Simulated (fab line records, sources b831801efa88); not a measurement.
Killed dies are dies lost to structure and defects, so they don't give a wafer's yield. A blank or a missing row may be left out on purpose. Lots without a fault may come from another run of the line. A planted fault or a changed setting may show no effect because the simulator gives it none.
Which tool did it? | flow gf180mcu | 6 lots, 18 wafers sampled, at 2 steps of a route of 602

WHAT THE GAUGES READ, wafer by wafer
GF_V3_RS_MEAS_24: measures by four-point-probe.
lot  | measured     | on            | V3_W_RS (ohm/sq)
L130 | day 23 02:51 | film_metro-04 | 0.336 0.325 0.325
L132 | day 23 19:04 | film_metro-02 | 0.326 0.326 0.326
L134 | day 24 16:17 | film_metro-02 | 0.332 0.332 0.329
L138 | day 25 23:32 | film_metro-03 | 0.329 0.317 0.321
L141 | day 27 02:15 | film_metro-03 | 0.321 0.327 0.318
L147 | day 28 18:48 | film_metro-04 | 0.321 0.326 0.331

WHICH TOOL RAN EACH LOT (tool, then ch and the chambers of the sampled wafers, then the start)
lot  | GF_V3_CVD_02
L130 | pecvd-02 ch 0,1, day 22 02:14
L132 | pecvd-04 ch 0,1,2, day 22 19:36
L134 | pecvd-04 ch 0,1,2, day 23 16:38
L138 | pecvd-02 ch 0,1, day 25 00:39
L141 | pecvd-01 ch 0,1,2, day 26 03:50
L147 | pecvd-04 ch 1,2, day 27 21:53
- GF_V3_CVD_02: deposits SiO2 from TEOS, target thk 850 nm, time 94.851 s.

THE ANSWER, worked out from the rows above alone
Rule: what is usual is taken from the lots themselves. Put in order of their means at a reading, lots are off if they are a third of the lots or fewer, leave a main group of 4 or more, and stand apart from it by a gap of 3 or more times the standard deviation of the main group's means; of several such gaps the widest counts. A main group whose means are all the same, to the digits that the tables above print for the reading, isn't used. A lot without any number at a reading at which 4 lots or more have one is off too. The other lots that the step has rows for count as sound.
No lot is off at any reading shown: from this, nothing can be told.

WHAT THE SIMULATOR HAD PUT IN
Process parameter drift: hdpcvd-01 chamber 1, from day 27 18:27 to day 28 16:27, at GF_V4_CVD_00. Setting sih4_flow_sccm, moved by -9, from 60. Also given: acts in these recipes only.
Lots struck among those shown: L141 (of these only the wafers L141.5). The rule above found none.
